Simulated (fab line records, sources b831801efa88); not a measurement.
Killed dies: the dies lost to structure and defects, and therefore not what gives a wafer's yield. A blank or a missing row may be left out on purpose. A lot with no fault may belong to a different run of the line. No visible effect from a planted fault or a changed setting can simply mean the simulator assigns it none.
Which of the tools did it? | flow sky130 | 6 lots, 18 wafers sampled, at 2 steps of a route of 708

## WHAT THE GAUGES SHOWED, per wafer
SKY_LDD_HVN_OVL_MEAS_07.
lot  | measured     | on         | LDD_HVN_OVL (nm)
L216 | day 21 00:27 | overlay-01 | 0.2 1.6 0.8
L219 | day 22 13:37 | overlay-01 | -0.4 0.8 1.2
L223 | day 23 20:00 | overlay-01 | - - -
L231 | day 26 08:56 | overlay-01 | -0.5 0.0 1.3
L234 | day 27 12:22 | overlay-01 | -1.1 0.8 -1.1
L236 | day 28 06:53 | overlay-01 | -0.1 2.2 1.0

## WHAT TOOL EACH LOT RAN ON (gives the tool, then ch and the chambers of the sampled wafers, and finally the start)
lot  | SKY_LDD_HVN_EXPOSE_04
L216 | iline_stepper-02 ch 0, day 20 09:17
L219 | iline_stepper-02 ch 0, day 21 22:20
L223 | iline_stepper-01 ch 0, day 23 05:08
L231 | iline_stepper-01 ch 0, day 25 18:53
L234 | iline_stepper-01 ch 0, day 26 21:58
L236 | iline_stepper-01 ch 0, day 27 16:55
- SKY_LDD_HVN_EXPOSE_04: exposes mask HVNTM, target cd 700 nm.

## THE ANSWER, worked out from the rows above alone
Rule: usual is defined by the lots themselves. Put in order of their means at a reading, lots are off if they are a third of the lots or fewer, leave a main group of 4 or more, and stand apart from it by a gap of 3 or more times the standard deviation of the main group's means; of several such gaps the widest counts. If all means in a main group match to the digits the tables above print for the reading, that group is not used. A lot without any number at a reading at which 4 lots or more have one is off too. Any other lot the step has rows for is counted as sound.
Off: at SKY_LDD_HVN_OVL_MEAS_07 (LDD_HVN_OVL), L223. Without a number there: L223. For the main group the mean is 0.4 nm and the standard deviation 0.53.
If a tool, at a process step before that reading, ran all the lots that are off and no sound lot after the first of them, it fits. The gauges at SKY_LDD_HVN_OVL_MEAS_07 are tried like those tools. Not one of the candidates tried fits.

## WHAT WAS PUT IN BY THE SIMULATOR
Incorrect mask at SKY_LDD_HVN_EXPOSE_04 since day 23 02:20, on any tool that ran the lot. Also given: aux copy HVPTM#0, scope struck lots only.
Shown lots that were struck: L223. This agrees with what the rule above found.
